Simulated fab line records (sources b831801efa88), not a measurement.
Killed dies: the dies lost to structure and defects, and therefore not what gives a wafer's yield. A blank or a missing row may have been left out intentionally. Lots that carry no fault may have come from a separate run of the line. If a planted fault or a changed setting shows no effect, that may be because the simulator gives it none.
Which tool is to blame? ; flow sky130 ; Sampling: 10 lots, 30 wafers, 4 of 708 route steps

## WHAT THE GAUGES SHOWED, per wafer
SKY_RES_PROTECT_TW_MEAS_08.
lot;measured;on;POLY_GATE_TW
L948;day 15 01:38;film metro-04;4108 4124 4112
L949;day 15 04:08;film metro-02;4124 4087 4089
L953;day 16 17:50;film metro-03;4055 4053 4061
L955;day 17 07:47;film metro-02;4113 4114 4131
L960;day 19 07:40;film metro-04;4081 4070 4095
L963;day 20 19:27;film metro-04;4111 4128 4123
L964;day 20 19:50;film metro-03;3747 3722 3737 3741 3737 3747
L965;day 21 07:08;film metro-02;3775 3743 3758 3762 3764 3779
L966;day 21 07:23;film metro-03;4052 4014 4052
L971;day 23 03:55;film metro-04;4129 4125 4126

## WHAT TOOL EACH LOT RAN ON (gives the tool, then ch and the chambers of the sampled wafers, and finally the start)
lot;SKY_SONOS_ONO_STRIP_17;SKY_POLY_GATE_IMPLANT_02;SKY_RES_PROTECT_STRIP_07
L948;plasma asher-02 ch 0, day 12 14:35;implanter-03 ch 0, day 15 01:23;plasma asher-03 ch 0,1, day 15 01:32
L949;plasma asher-02 ch 1, day 12 16:20;implanter-02 ch 0, day 15 03:51;plasma asher-03 ch 0,1, day 15 03:59
L953;plasma asher-02 ch 0, day 14 06:25;implanter-03 ch 0, day 16 17:35;plasma asher-03 ch 0,1, day 16 17:43
L955;plasma asher-01 ch 0,1, day 14 18:49;implanter-02 ch 0, day 17 07:32;plasma asher-01 ch 0,1, day 17 07:41
L960;plasma asher-04 ch 0,1, day 16 15:23;implanter-03 ch 0, day 19 07:26;plasma asher-03 ch 0,1, day 19 07:34
L963;plasma asher-04 ch 0,1, day 17 23:21;implanter-02 ch 0, day 20 19:11;plasma asher-03 ch 0,1, day 20 19:21
L964;plasma asher-01 ch 0,1, day 17 23:41;implanter-03 ch 0, day 20 19:37;plasma asher-04 ch 0,1, day 20 19:46
L965;plasma asher-02 ch 0,1, day 18 04:08;implanter-03 ch 0, day 21 06:52;plasma asher-04 ch 0,1, day 21 07:01
L966;plasma asher-04 ch 0,1, day 18 11:26;implanter-04 ch 0, day 21 07:09;plasma asher-04 ch 0,1, day 21 07:16
L971;plasma asher-02 ch 1, day 20 09:26;implanter-02 ch 0, day 23 03:41;plasma asher-04 ch 0,1, day 23 03:49
- SKY_SONOS_ONO_STRIP_17: strips in O2/N2.
- SKY_POLY_GATE_IMPLANT_02
- SKY_RES_PROTECT_STRIP_07: strips in O2/N2.

## THE ANSWER, worked out from the rows above alone
Rule: the lots themselves supply what counts as usual. Put in order of their means at a reading, lots are off if they are a third of the lots or fewer, leave a main group of 4 or more, and stand apart from it by a gap of 3 or more times the standard deviation of the main group's means; of several such gaps the widest counts. A main group is skipped when, at the precision printed for the reading in the tables above, its means are all equal. A lot without any number at a reading at which 4 lots or more have one is off too. Where the step has rows for the other lots, those lots are counted as sound.
Off: L964, L965, seen at SKY_RES_PROTECT_TW_MEAS_08 (POLY_GATE_TW). The main group has a mean of 4095 with a standard deviation of 30.
If a tool, at a process step before that reading, ran all the lots that are off and no sound lot after the first of them, it fits. The gauges at SKY_RES_PROTECT_TW_MEAS_08 are tried like those tools. One candidate fits, namely implanter-03 at SKY_POLY_GATE_IMPLANT_02. A fault onset in the window from L960 (day 19 07:26, its last sound lot) to L964 (day 20 19:37, its first lot off) fits.

## WHAT THE SIMULATOR HAD PUT IN
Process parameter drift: implanter-03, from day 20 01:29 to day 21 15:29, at SKY_POLY_GATE_IMPLANT_02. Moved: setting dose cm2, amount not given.
Shown lots that were struck: L964, L965. The rule given above showed the same thing.
